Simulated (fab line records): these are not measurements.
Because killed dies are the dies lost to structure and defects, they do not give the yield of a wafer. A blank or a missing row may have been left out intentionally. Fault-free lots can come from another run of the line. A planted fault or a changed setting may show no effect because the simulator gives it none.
fab line records + flow sfqLine
[record]
- lots = 9
- wafers = 27
- lastDay = 94
route steps=325 shown I3@137
lots that met no fault: taken from a fault-free run of the same line
startH: hours from the record's first day to the start of the lot's first wafer shown + waitH: how many hours have passed since the lot's step before this one + " same as the row above + L1.1+2: one row covering several wafers at once + - no value present, or no start provided + * or withheld: withheld + < > ~ a bound
route shown NAME@n: NAME is a module with steps in the file, n the number in the route of the first one + usual: average and standard deviation across the fault-free wafers + same: alike in all rows + chamber/n: place in a boat + sites: readings site by site + _std_site: the values' standard deviation + _edge_site: the outer-site mean with the inner-site mean subtracted + radiusMm: for every site, how far away it sits from the centre of the wafer + mask NAME#n: copy n + behind: the most recent tool/chamber to have shaped the wafer + hold: what put the lot on hold/how long, in hours/how the hold closed + device: which transistor (n, p or np) failed to switch + end of line: tests of these same wafers at the route's end + a step without rows: its recipe alone + killed: dies lost to structure and defects at the first sort, not the wafer's yield + map: the dies of a wafer, with x for killed, . for not killed, _ for no die there
set.NAME: the setting the step ran with; set.NAME@STEP: the setting that earlier step ran with + model.NAME: the simulator's own value behind a step, which no gauge read
a sample of lots followed through the steps of the route, with each step as a table and each wafer as a row
services: the hour from which a tool's chamber was out of use, counted from the record's first day as startH (under 0 if before that day), plus the number of hours and why
[[steps]]
[step SFQ_TRILAYER_I3_VIA_LITHO_COAT_090]
[recipe]
- resist = BARC
- spinRpm = 3000
- resistThkNm = 62
[usual]
- chillPlateTempC = 23.00/0.12
- exhaustPa = 45.2/0.92
| lot.wafer | tool          | chamber | startH | waitH | chillPlateTempC | exhaustPa |
|-----------|---------------|---------|--------|-------|-----------------|-----------|
| L290.2    | lithoTrack-01 | 0       | 610.99 | 0.8   | 23.00           | 45.0      |
| L290.5    | "             | 0       | "      | "     | 22.77           | 44.9      |
| L290.6    | "             | 0       | "      | "     | 22.89           | 44.1      |
| L291.3    | lithoTrack-04 | 0       | 617.04 | 0.7   | 23.07           | 46.0      |
| L291.5    | "             | 0       | "      | "     | 23.11           | 45.5      |
| L291.6    | "             | 0       | "      | "     | 23.03           | 45.8      |
| L292.2    | lithoTrack-03 | 0       | 636.88 | 0.8   | 22.91           | 46.6      |
| L292.3    | "             | 0       | "      | "     | 23.11           | 45.6      |
| L292.4    | "             | 0       | "      | "     | 23.17           | 44.0      |
| L293.2    | lithoTrack-03 | 0       | 643.99 | 0.8   | 23.13           | 44.6      |
| L293.3    | "             | 0       | "      | "     | 23.06           | 44.1      |
| L293.5    | "             | 0       | "      | "     | 22.95           | 43.5      |
| L294.3    | lithoTrack-04 | 0       | 650.04 | 0.7   | 23.01           | 44.4      |
| L294.5    | "             | 0       | "      | "     | 22.87           | 44.0      |
| L294.6    | "             | 0       | "      | "     | 23.02           | 44.6      |
| L304.2    | lithoTrack-01 | 0       | 810.29 | 1.0   | 23.00           | 46.8      |
| L304.3    | "             | 0       | "      | "     | 23.08           | 44.9      |
| L304.4    | "             | 0       | "      | "     | 22.98           | 45.9      |
| L311.1    | lithoTrack-04 | 0       | 847.48 | 1.0   | 23.04           | 45.3      |
| L311.2    | "             | 0       | "      | "     | 22.88           | 45.4      |
| L311.4    | "             | 0       | "      | "     | 22.81           | 45.7      |
| L312.1    | lithoTrack-03 | 0       | 850.48 | 1.0   | 22.94           | 44.3      |
| L312.5    | "             | 0       | "      | "     | 22.77           | 44.4      |
| L312.6    | "             | 0       | "      | "     | 23.02           | 44.9      |
| L313.1    | lithoTrack-04 | 0       | 869.68 | 1.0   | 22.94           | 46.1      |
| L313.4    | "             | 0       | "      | "     | 22.84           | 45.9      |
| L313.5    | "             | 0       | "      | "     | 22.81           | 45.3      |
[step SFQ_TRILAYER_I3_VIA_BARC_OPEN_VIA_ETCH_121]
[recipe]
- maskMaterial = PR
- chemistry = O2
- targetDepthNm = 125
- target = BARC
- sourceW = 500
- biasW = 80
- pressureMtorr = 30
- timeS = 41.7
[usual]
- drypumpMotorCurrentA = 5.6/0.37
- oesProductAu = 0.685/0.0048
| lot.wafer | tool       | chamber | startH  | waitH | drypumpMotorCurrentA | oesProductAu | rfHoursCounterH |
|-----------|------------|---------|---------|-------|----------------------|--------------|-----------------|
| L290.2    | rieDiel-03 | 3       | 753.09  | 0.0   | 5.1                  | 0.681        | 6               |
| L290.5    | "          | 3       | "       | "     | 5.1                  | 0.672        | -               |
| L290.6    | "          | 0       | "       | "     | 5.9                  | 0.677        | -               |
| L291.3    | rieDiel-04 | 3       | 759.09  | 0.0   | 5.6                  | 0.684        | 7               |
| L291.5    | "          | 1       | "       | "     | 5.2                  | 0.678        | -               |
| L291.6    | "          | 2       | "       | "     | 6.0                  | 0.688        | -               |
| L292.2    | rieDiel-03 | 0       | 784.25  | 0.0   | 5.9                  | 0.687        | 15              |
| L292.3    | "          | 3       | "       | "     | 5.1                  | 0.693        | 6               |
| L292.4    | "          | 1       | "       | "     | 5.8                  | 0.691        | 3               |
| L293.2    | rieDiel-04 | 1       | 793.85  | 0.0   | 5.2                  | 0.684        | 27              |
| L293.3    | "          | 0       | "       | "     | 5.0                  | 0.689        | 3               |
| L293.5    | "          | 2       | "       | "     | 6.0                  | 0.682        | -               |
| L294.3    | rieDiel-04 | 3       | 798.81  | 0.0   | 5.6                  | 0.685        | 7               |
| L294.5    | "          | 2       | "       | "     | 6.0                  | 0.690        | -               |
| L294.6    | "          | 3       | "       | "     | 5.6                  | 0.683        | -               |
| L304.2    | rieDiel-04 | 0       | 964.65  | 0.0   | 5.0                  | 0.692        | 5               |
| L304.3    | "          | 3       | "       | "     | 5.6                  | 0.693        | 10              |
| L304.4    | "          | 1       | "       | "     | 5.2                  | 0.709        | 1               |
| L311.1    | rieDiel-03 | 1       | 1007.44 | 0.0   | 5.8                  | 0.685        | 6               |
| L311.2    | "          | 3       | "       | "     | 5.1                  | 0.691        | 10              |
| L311.4    | "          | 3       | "       | "     | 5.1                  | 0.676        | -               |
| L312.1    | rieDiel-01 | 2       | 1012.24 | 0.0   | 5.6                  | 0.688        | 10              |
| L312.5    | "          | 1       | "       | "     | 6.1                  | 0.680        | -               |
| L312.6    | "          | 2       | "       | "     | 5.6                  | 0.689        | -               |
| L313.1    | rieDiel-04 | 3       | 1029.04 | 0.0   | 5.6                  | 0.682        | 11              |
| L313.4    | "          | 0       | "       | "     | 5.0                  | 0.686        | 5               |
| L313.5    | "          | 3       | "       | "     | 5.6                  | 0.687        | -               |
[[services]]
| tool       | chamber | startH  | hours | kind          |
|------------|---------|---------|-------|---------------|
| rieDiel-03 | -       | 589.36  | 0.2   | repair        |
| rieDiel-04 | 0       | 610.47  | 5.3   | repair        |
| rieDiel-04 | 0       | 615.76  | -     | clean         |
| rieDiel-04 | 0       | 615.76  | 15.3  | scheduledDown |
| rieDiel-04 | 0       | 615.76  | 15.3  | ventCycle     |
| rieDiel-03 | 2       | 649.04  | 1.2   | repair        |
| rieDiel-03 | 3       | 650.74  | 6.7   | repair        |
| rieDiel-01 | 0       | 687.54  | 2.8   | repair        |
| rieDiel-04 | 1       | 702.71  | 10.5  | repair        |
| rieDiel-04 | 2       | 707.30  | 15.3  | repair        |
| rieDiel-01 | 0       | 720.22  | 19.6  | repair        |
| rieDiel-03 | 0       | 725.16  | 2.8   | repair        |
| rieDiel-03 | 3       | 793.37  | 4.6   | repair        |
| rieDiel-01 | 2       | 801.39  | 4.4   | repair        |
| rieDiel-03 | 0       | 867.91  | 12.7  | repair        |
| rieDiel-01 | -       | 873.26  | 2.8   | pm            |
| rieDiel-01 | -       | 898.48  | 0.6   | repair        |
| rieDiel-01 | -       | 936.42  | 0.7   | repair        |
| rieDiel-03 | 2       | 944.10  | 13.0  | repair        |
| rieDiel-03 | -       | 976.03  | 15.6  | pm            |
| rieDiel-04 | -       | 977.97  | 14.6  | pm            |
| rieDiel-03 | 2       | 995.19  | 45.3  | repair        |
| rieDiel-04 | 2       | 996.72  | 6.2   | repair        |
| rieDiel-01 | -       | 1024.21 | 0.5   | repair        |
[[key]]
[firstSign]
- step = SFQ_TRILAYER_I3_VIA_BARC_OPEN_VIA_ETCH_121
- reading = oesProductAu
- direction = up
- sigmas = 2.8
- usual = 0.685
- struck = 0.698
effect none on later readings
metAt SFQ_TRILAYER_I3_VIA_LITHO_COAT_090
struckLots L304
onsetBetween 610.99 810.29
[fault]
- kind = processParameterDrift
- tool = lithoTrack-01
- chamber = -
- onsetH = 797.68
- steps = SFQ_TRILAYER_I3_VIA_LITHO_COAT_090
- channel = resistThkNm
- offset = 2.2383
- shape = step
- endH = 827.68
- actsIn = theseRecipesOnly
- stated = 62
